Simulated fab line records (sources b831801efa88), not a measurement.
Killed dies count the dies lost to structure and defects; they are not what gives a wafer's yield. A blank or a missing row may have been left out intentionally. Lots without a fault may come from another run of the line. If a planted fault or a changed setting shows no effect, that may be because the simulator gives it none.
Chamber matching + flow sky130 + rie_diel-03 running SKY_CONTACT_ETCH_16: 4 sister chambers
The step etches BARC in N2/H2, stops on SiO2, time 45.9 s, target depth 60 nm. 4 wafers are shown with their chamber, then 9 later ones without.

## WAFERS PAIRED WITH THEIR CHAMBERS
| wafer  | chamber | drypump_motor_current_A (A) |
|--------|---------|-----------------------------|
| L076.5 | 3       | 6.2                         |
| L090.2 | 2       | 5.8                         |
| L090.4 | 1       | 5.2                         |
| L090.6 | 0       | 5.7                         |

## WAFERS MISSING THEIR CHAMBER
| wafer  | drypump_motor_current_A (A) |
|--------|-----------------------------|
| L094.2 | 6.2                         |
| L094.4 | 5.7                         |
| L094.5 | 6.2                         |
| L095.1 | 6.2                         |
| L095.3 | 5.6                         |
| L095.5 | 5.6                         |
| L096.1 | 6.2                         |
| L096.3 | 5.8                         |
| L096.5 | 5.6                         |

## WHICH CHAMBER EACH ONE RAN IN
| wafer  | from the rows above     | in truth |
|--------|-------------------------|----------|
| L094.2 | 3                       | 3        |
| L094.4 | can't be placed: 0 or 2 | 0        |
| L094.5 | 3                       | 3        |
| L095.1 | 3                       | 3        |
| L095.3 | can't be placed: 0 or 2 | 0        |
| L095.5 | can't be placed: 0 or 2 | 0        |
| L096.1 | 3                       | 3        |
| L096.3 | can't be placed: 2 or 0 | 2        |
| L096.5 | can't be placed: 0 or 2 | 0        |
Correctly placed: 4 of 9. Can't be placed from these rows: 5 (the true chamber is among the candidates in 5). Wrongly placed: 0.
How it was worked out, from the rows above alone: a wafer's distance from a chamber is the root of the sum, over the readings, of the square of ((its reading less the chamber's mean) divided by the reading's scatter). If the next closest chamber is less than 2 further off than the closest, the wafer can't be placed; otherwise it belongs to the closest. For every chamber, the mean is computed from those of its wafers that are shown. The scatter: with one shown wafer a chamber, the root of the mean of the squares of how far each hidden wafer lies from its nearest shown one.
